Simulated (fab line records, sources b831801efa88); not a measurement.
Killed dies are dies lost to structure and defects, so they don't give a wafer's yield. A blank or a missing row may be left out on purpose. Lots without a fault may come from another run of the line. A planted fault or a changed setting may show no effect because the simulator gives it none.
Chamber matching | flow sky130 | SKY_CONTACT_CMP_27 on cmp-02: 4 sister chambers
The step polishes, stops on SiO2, t overpolish 15 s, target thk 0 nm. 16 wafers are shown with their chamber, then 8 later ones without.

WAFERS WITH THEIR CHAMBER
wafer  | chamber | time_to_endpoint_s (s) | motor_current_A (A) | overpolish_run_s (s)
L529.1 | 1       | 81                     | 10.4                | 15.011
L529.2 | 2       | 82                     | 11.2                | 15.012
L529.5 | 0       | 77                     | 10.4                | 15.004
L530.1 | 2       | 87                     | 10.9                | 14.999
L530.3 | 3       | 83                     | 10.4                | 14.991
L530.5 | 1       | 84                     | 10.5                | 15.005
L532.1 | 3       | 86                     | 10.4                | 15.015
L532.3 | 2       | 85                     | 11.6                | 15.017
L532.5 | 1       | 87                     | 10.8                | 15.000
L533.2 | 0       | 80                     | 10.0                | 14.975
L533.5 | 2       | 81                     | 10.8                | 14.997
L533.6 | 3       | 86                     | 11.5                | 15.011
L535.2 | 0       | 82                     | 10.7                | 14.999
L535.4 | 3       | 85                     | 10.7                | 15.002
L535.6 | 0       | 80                     | 10.9                | 15.009
L536.2 | 3       | 82                     | 10.5                | 14.995

SIGNATURES (means of the wafers above)
reading            | chamber 0 | chamber 1 | chamber 2 | chamber 3 | scatter within a chamber
time_to_endpoint_s | 79.75     | 84.00     | 83.75     | 84.40     | 2.36
motor_current_A    | 10.500    | 10.567    | 11.125    | 10.700    | 0.387
overpolish_run_s   | 14.99675  | 15.00533  | 15.00625  | 15.00280  | 0.011
Rule: a wafer's distance from a chamber is the root of the sum, over the readings, of the square of ((its reading less the chamber's mean) divided by the reading's scatter). The wafer belongs to the nearest chamber; if the next one is less than 2 further off, it can't be placed. The scatter: the root of (the sum of the squares of (reading less its chamber's mean) over the shown wafers, divided by (wafers less chambers)).

WAFERS WITHOUT THEIR CHAMBER
wafer  | time_to_endpoint_s (s) | motor_current_A (A) | overpolish_run_s (s)
L536.3 | 81                     | 10.8                | 14.988
L536.5 | 78                     | 10.4                | 14.990
L538.3 | 88                     | 11.4                | 14.996
L538.5 | 87                     | 10.6                | 15.003
L538.6 | 84                     | 11.0                | 15.005
L541.1 | 76                     | 10.4                | 15.002
L541.3 | 73                     | 10.6                | 15.004
L541.5 | 77                     | 11.9                | 15.016

WHICH CHAMBER EACH WENT THROUGH
wafer  | from the rows above               | in truth
L536.3 | can't be placed: 0 or 3 or 1 or 2 | 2
L536.5 | can't be placed: 0 or 1           | 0
L538.3 | can't be placed: 2 or 3 or 1      | 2
L538.5 | can't be placed: 3 or 1 or 2      | 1
L538.6 | can't be placed: 2 or 3 or 1 or 0 | 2
L541.1 | can't be placed: 0 or 1 or 3      | 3
L541.3 | can't be placed: 0 or 1 or 2 or 3 | 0
L541.5 | can't be placed: 2 or 0 or 3 or 1 | 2
Placed correctly: 0 of 8. Can't be placed from these rows: 8 (the true chamber is among the candidates in 8). Placed wrongly: 0.
